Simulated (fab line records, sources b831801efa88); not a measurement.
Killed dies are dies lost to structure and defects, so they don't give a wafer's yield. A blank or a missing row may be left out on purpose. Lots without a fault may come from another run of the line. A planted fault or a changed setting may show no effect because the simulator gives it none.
Chamber matching | flow sky130 | SKY_LI_CONTACT_ETCH_15 on rie_diel-04: 4 sister chambers
The step etches PSG in C4F8/O2/Ar, stops on Si, target depth 600 nm. 8 wafers are shown with their chamber, then 8 later ones without.

WAFERS WITH THEIR CHAMBER
wafer  | chamber | oes_product_au (a.u.)
L841.4 | 3       | 0.830
L842.2 | 1       | 0.838
L842.3 | 3       | 0.837
L842.5 | 0       | 0.831
L849.1 | 2       | 0.834
L849.3 | 0       | 0.829
L849.4 | 1       | 0.838
L852.2 | 2       | 0.842

WAFERS WITHOUT THEIR CHAMBER
wafer  | oes_product_au (a.u.)
L852.3 | 0.833
L852.5 | 0.833
L861.2 | 0.837
L861.3 | 0.840
L861.4 | 0.840
L862.4 | 0.840
L862.5 | 0.833
L862.6 | 0.834

WHICH CHAMBER EACH WENT THROUGH
wafer  | from the rows above               | in truth
L852.3 | can't be placed: 3 or 0 or 1 or 2 | 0
L852.5 | can't be placed: 3 or 0 or 1 or 2 | 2
L861.2 | can't be placed: 1 or 2 or 3 or 0 | 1
L861.3 | can't be placed: 1 or 2 or 3      | 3
L861.4 | can't be placed: 1 or 2 or 3      | 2
L862.4 | can't be placed: 1 or 2 or 3      | 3
L862.5 | can't be placed: 3 or 0 or 1 or 2 | 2
L862.6 | can't be placed: 3 or 0 or 1 or 2 | 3
Placed correctly: 0 of 8. Can't be placed from these rows: 8 (the true chamber is among the candidates in 8). Placed wrongly: 0.
How it was worked out, from the rows above alone: a wafer's distance from a chamber is the root of the sum, over the readings, of the square of ((its reading less the chamber's mean) divided by the reading's scatter). The wafer belongs to the nearest chamber; if the next one is less than 2 further off, it can't be placed. A chamber's mean is the mean of its shown wafers. The scatter: the root of (the sum of the squares of (reading less its chamber's mean) over the shown wafers, divided by (wafers less chambers)).
